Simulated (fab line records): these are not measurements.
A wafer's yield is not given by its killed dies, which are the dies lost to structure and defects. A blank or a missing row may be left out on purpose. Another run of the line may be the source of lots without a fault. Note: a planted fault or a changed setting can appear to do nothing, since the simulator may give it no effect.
Chamber matching :: flow sky130 :: cmp-01 running SKY_VIA2_CMP_24: 4 sister chambers
The step polishes, stops on SiO2, t overpolish 20 s, target thk 0 nm. 22 wafers are shown with their chamber, then 11 later ones without.

EACH WAFER AND ITS CHAMBER
wafer: L365.2
chamber: 1
motor current A (A): 11.5
time to endpoint s (s): 89
overpolish run s (s): 19.996

wafer: L365.4
chamber: 0
motor current A (A): 9.7
time to endpoint s (s): 95
overpolish run s (s): 20.013

wafer: L365.5
chamber: 1
motor current A (A): 11.1
time to endpoint s (s): 95
overpolish run s (s): 19.995

wafer: L366.1
chamber: 0
motor current A (A): 9.1
time to endpoint s (s): 95
overpolish run s (s): 19.999

wafer: L366.2
chamber: 1
motor current A (A): 11.8
time to endpoint s (s): 93
overpolish run s (s): 19.996

wafer: L366.3
chamber: 2
motor current A (A): 10.1
time to endpoint s (s): 101
overpolish run s (s): 19.994

wafer: L371.1
chamber: 0
motor current A (A): 9.0
time to endpoint s (s): 100
overpolish run s (s): 19.998

wafer: L371.4
chamber: 3
motor current A (A): 8.8
time to endpoint s (s): 96
overpolish run s (s): 20.001

wafer: L371.5
chamber: 1
motor current A (A): 11.6
time to endpoint s (s): 97
overpolish run s (s): 19.999

wafer: L373.2
chamber: 0
motor current A (A): 9.3
time to endpoint s (s): 102
overpolish run s (s): 19.995

wafer: L373.5
chamber: 2
motor current A (A): 9.7
time to endpoint s (s): 106
overpolish run s (s): 20.005

wafer: L373.6
chamber: 3
motor current A (A): 9.2
time to endpoint s (s): 106
overpolish run s (s): 20.001

wafer: L382.2
chamber: 1
motor current A (A): 11.9
time to endpoint s (s): 98
overpolish run s (s): 20.003

wafer: L382.3
chamber: 3
motor current A (A): 9.0
time to endpoint s (s): 101
overpolish run s (s): 19.992

wafer: L382.6
chamber: 0
motor current A (A): 9.4
time to endpoint s (s): 96
overpolish run s (s): 20.024

wafer: L381.3
chamber: 0
motor current A (A): 8.8
time to endpoint s (s): 101
overpolish run s (s): 19.988

wafer: L381.5
chamber: 1
motor current A (A): 11.3
time to endpoint s (s): 93
overpolish run s (s): 20.001

wafer: L381.6
chamber: 2
motor current A (A): 9.7
time to endpoint s (s): 98
overpolish run s (s): 19.996

wafer: L379.1
chamber: 2
motor current A (A): 10.1
time to endpoint s (s): 104
overpolish run s (s): 19.992

wafer: L379.4
chamber: 0
motor current A (A): 9.9
time to endpoint s (s): 100
overpolish run s (s): 20.008

wafer: L379.5
chamber: 1
motor current A (A): 11.0
time to endpoint s (s): 105
overpolish run s (s): 20.002

wafer: L383.1
chamber: 0
motor current A (A): 9.2
time to endpoint s (s): 99
overpolish run s (s): 20.014

SIGNATURES (averages over the wafers above)
reading: motor current A
chamber 0: 9.300
chamber 1: 11.457
chamber 2: 9.900
chamber 3: 9.000
scatter within a chamber: 0.321

reading: time to endpoint s
chamber 0: 98.50
chamber 1: 95.71
chamber 2: 102.25
chamber 3: 101.00
scatter within a chamber: 4.04

reading: overpolish run s
chamber 0: 20.00487
chamber 1: 19.99886
chamber 2: 19.99675
chamber 3: 19.99800
scatter within a chamber: 0.00818
Rule: a wafer lies at a distance from a chamber equal to the root of the sum of squares, over the readings, of (its reading less the chamber's mean, divided by the reading's scatter). The wafer belongs to the nearest chamber; if the next one is less than 2 further off, it can't be placed. The scatter: the root of (the sum of the squares of (reading less its chamber's mean) over the shown wafers, divided by (wafers less chambers)).

WAFERS MISSING THEIR CHAMBER
wafer: L383.3
motor current A (A): 9.1
time to endpoint s (s): 104
overpolish run s (s): 20.001

wafer: L383.4
motor current A (A): 8.9
time to endpoint s (s): 106
overpolish run s (s): 19.994

wafer: L385.3
motor current A (A): 11.3
time to endpoint s (s): 99
overpolish run s (s): 19.996

wafer: L385.5
motor current A (A): 10.0
time to endpoint s (s): 100
overpolish run s (s): 20.001

wafer: L385.6
motor current A (A): 11.4
time to endpoint s (s): 102
overpolish run s (s): 19.991

wafer: L386.3
motor current A (A): 9.2
time to endpoint s (s): 98
overpolish run s (s): 20.001

wafer: L386.4
motor current A (A): 8.9
time to endpoint s (s): 101
overpolish run s (s): 20.018

wafer: L386.6
motor current A (A): 9.7
time to endpoint s (s): 101
overpolish run s (s): 20.006

wafer: L387.1
motor current A (A): 11.4
time to endpoint s (s): 99
overpolish run s (s): 20.016

wafer: L387.2
motor current A (A): 9.9
time to endpoint s (s): 102
overpolish run s (s): 20.000

wafer: L387.3
motor current A (A): 8.8
time to endpoint s (s): 99
overpolish run s (s): 19.992

WHICH CHAMBER EACH WENT THROUGH
wafer: L383.3
from the rows above: can't be placed: 3 or 0 or 2
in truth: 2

wafer: L383.4
from the rows above: can't be placed: 3 or 0 or 2
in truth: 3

wafer: L385.3
from the rows above: 1
in truth: 1

wafer: L385.5
from the rows above: can't be placed: 2 or 0
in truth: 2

wafer: L385.6
from the rows above: 1
in truth: 1

wafer: L386.3
from the rows above: can't be placed: 0 or 3 or 2
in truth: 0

wafer: L386.4
from the rows above: can't be placed: 0 or 3 or 2
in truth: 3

wafer: L386.6
from the rows above: can't be placed: 2 or 0 or 3
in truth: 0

wafer: L387.1
from the rows above: 1
in truth: 1

wafer: L387.2
from the rows above: can't be placed: 2 or 0
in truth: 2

wafer: L387.3
from the rows above: can't be placed: 3 or 0
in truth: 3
Correct placement for 3 of the 11. Cannot be placed on the basis of these rows: 8; the candidates contain the true chamber in 8. Placed wrongly: 0.
